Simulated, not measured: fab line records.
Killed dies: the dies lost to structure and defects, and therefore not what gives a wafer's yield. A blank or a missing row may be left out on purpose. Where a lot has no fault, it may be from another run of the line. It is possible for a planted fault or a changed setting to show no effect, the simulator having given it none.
What tool caused it? ; flow sky130 ; 33 wafers from 11 lots sampled at 2 of the route's 708 steps

## WHAT THE GAUGES READ, wafer by wafer
SKY_SPACER_THK_MEAS_01.
lot;measured;on;SPACER_CVD_00_THK (nm)
L699;day 23 10:03;filmMetro-04;43.8 44.0 44.0
L700;day 23 11:16;filmMetro-02;42.8 42.7 43.0
L701;day 23 18:32;filmMetro-02;43.2 43.6 43.0
L702;day 24 12:03;filmMetro-04;43.9 43.4 43.2
L703;day 24 16:51;filmMetro-02;43.1 42.7 42.7
L704;day 25 02:47;filmMetro-02;43.1 43.3 43.3
L705;day 25 13:00;filmMetro-02;43.3 42.9 43.0
L709;day 27 00:50;filmMetro-04;43.1 43.5 43.3
L711;day 27 14:41;filmMetro-03;34.5 34.6 34.5
L712;day 27 23:33;filmMetro-04;34.4 34.6 34.7
L713;day 28 05:26;filmMetro-02;34.7 34.4 34.3

## EACH LOT AND THE TOOL THAT RAN IT (in order: tool; ch and the chambers of the sampled wafers; start)
lot;SKY_SPACER_CVD_00
L699;lpcvd-02 ch 1, day 23 08:50
L700;lpcvd-02 ch 1, day 23 10:03
L701;lpcvd-02 ch 1, day 23 17:17
L702;lpcvd-02 ch 0, day 24 10:51
L703;lpcvd-02 ch 1, day 24 15:37
L704;lpcvd-02 ch 1, day 25 01:34
L705;lpcvd-02 ch 0, day 25 11:47
L709;lpcvd-02 ch 0, day 26 23:37
L711;lpcvd-02 ch 1, day 27 13:29
L712;lpcvd-02 ch 1, day 27 22:20
L713;lpcvd-02 ch 1, day 28 04:13
- SKY_SPACER_CVD_00: deposits Si3N4 from DCS/NH3, target thk 43.1 nm, time 740 s.

## THE ANSWER, worked out from the rows above alone
Rule: the lots themselves supply what counts as usual. Put in order of their means at a reading, lots are off if they are a third of the lots or fewer, leave a main group of 4 or more, and stand apart from it by a gap of 3 or more times the standard deviation of the main group's means; of several such gaps the widest counts. Not used: any main group whose means are identical at the precision the tables above print for the reading. Also off: a lot with no number at a reading for which 4 or more lots have one. All remaining lots with rows at the step are treated as sound.
Off: at SKY_SPACER_THK_MEAS_01 (SPACER_CVD_00_THK), L711, L712, L713. The main group: mean 43.2 nm, standard deviation 0.34.
A tool fits if, at a process step before that reading, it ran every lot that is off, and no sound lot after the first of them. The gauges at SKY_SPACER_THK_MEAS_01 are tried like those tools. One fits: lpcvd-02 at SKY_SPACER_CVD_00. A fault onset in the window from L709 (day 26 23:37, its last sound lot) to L711 (day 27 13:29, its first lot off) fits.

## WHAT HAD BEEN PUT IN BY THE SIMULATOR
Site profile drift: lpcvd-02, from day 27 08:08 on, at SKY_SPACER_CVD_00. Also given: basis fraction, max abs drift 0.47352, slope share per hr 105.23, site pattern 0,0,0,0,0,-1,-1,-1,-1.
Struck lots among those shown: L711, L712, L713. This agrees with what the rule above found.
